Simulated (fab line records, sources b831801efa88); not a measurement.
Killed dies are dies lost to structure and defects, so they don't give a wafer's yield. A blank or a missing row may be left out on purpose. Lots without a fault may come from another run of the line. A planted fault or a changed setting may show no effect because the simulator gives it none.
One fault seen from 2 desks | flow gf180mcu | each desk has only its own numbers; what lay behind them comes last

THE TOOL OWNER'S DESK: implanter-01
The tool's own readings at GF_PSD_IMPLANT_09: means of the sampled wafers that have a number, for each lot that ran on this tool. A lot is out of limits, marked OUT, if its mean lies more than 4 standard deviations from the usual mean; the brackets give that distance.
Columns: A = beam_energy_keV at GF_PSD_IMPLANT_09, usual 40.001; B = beam_on_s at GF_PSD_IMPLANT_09, usual 9.99 s; C = end_station_pressure_torr at GF_PSD_IMPLANT_09, usual 1.17e-05 Torr; D = faraday_current_uA at GF_PSD_IMPLANT_09, usual 8260
lot  | first seen here | A      | B               | C                          | D
L160 | day 15 11:22    | 40.012 | 9.89            | 1.13e-05                   | 8362
L166 | day 17 20:13    | 40.018 | 12.99 (+15) OUT | 9.31e-05 (+99 or more) OUT | 6449 (-11) OUT
L167 | day 18 00:35    | 39.998 | 13.30 (+17) OUT | 9.49e-05 (+99 or more) OUT | 6277 (-12) OUT
This desk's finding: out of limits on L166, L167; first on L166, day 17 20:13 (beam_on_s at GF_PSD_IMPLANT_09). In limits: L160.

THE METROLOGY DESK
What the gauges read, lot by lot, whatever tool the lot ran on: means of the sampled wafers that have a number. A lot is out of limits, marked OUT, if its mean lies more than 4 standard deviations from the usual mean; the brackets give that distance.
Columns: A = HV_LDD_01_OVL at GF_HV_LDD_OVL_MEAS_20, usual 0.5 nm; B = cd_nm at GF_HV_LDD_CD_MEAS_31, usual 399.2 nm; C = PSD_TW at GF_PSD_TW_MEAS_11, usual 3169; D = PSD_RS at GF_PSD_RS_MEAS_15, usual 108.6 ohm/sq
lot  | first seen here | A    | B     | C               | D
L156 | day 10 19:40    | 2.2  | 397.3 | 3192            | 108.3
L158 | day 11 08:56    | 1.4  | 398.7 | 3196            | 108.6
L160 | day 11 22:34    | 0.6  | 396.6 | 3156            | 108.7
L161 | day 12 09:11    | 1.6  | 400.0 | 3155            | 108.6
L162 | day 12 20:17    | -0.9 | 400.9 | 3147            | 108.6
L166 | day 14 00:55    | 0.1  | 399.5 | 3314 (+5.6) OUT | 103.8 (-16) OUT
L167 | day 14 05:28    | -1.8 | 397.9 | 3306 (+5.3) OUT | 104.2 (-15) OUT
L172 | day 15 15:49    | 0.8  | 399.9 | 3151            | 108.9
L177 | day 17 07:31    | -2.3 | 397.8 | 3144            | 108.8
L178 | day 17 16:49    | 2.0  | 397.8 | 3194            | 108.4
L179 | day 18 01:28    | 0.2  | 397.4 | 3205            | 108.5
This desk's finding: out of limits on L166, L167; first on L166, day 17 20:28 (PSD_TW at GF_PSD_TW_MEAS_11). In limits: L156, L158, L160, L161, L162, L172, L177, L178, L179.

PUT TOGETHER
The tool owner's desk could have raised an alarm at day 17 20:13, on L166, L167.
The metrology desk could have raised an alarm at day 17 20:28, on L166, L167.
Of the lots named, all ran GF_PSD_IMPLANT_09 on implanter-01.

WHAT THE SIMULATOR HAD PUT IN
Process parameter drift: implanter-01, from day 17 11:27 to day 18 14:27, at GF_PSD_IMPLANT_09. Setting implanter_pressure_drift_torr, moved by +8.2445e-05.
Process parameter drift: implanter-01, from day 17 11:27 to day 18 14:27, at GF_PSD_IMPLANT_09. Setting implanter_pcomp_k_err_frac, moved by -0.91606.
Lots struck among those shown: L166, L167.
Hours from the fault's start to each desk's first reading out of limits: the tool owner's desk, 9; the metrology desk, 9.
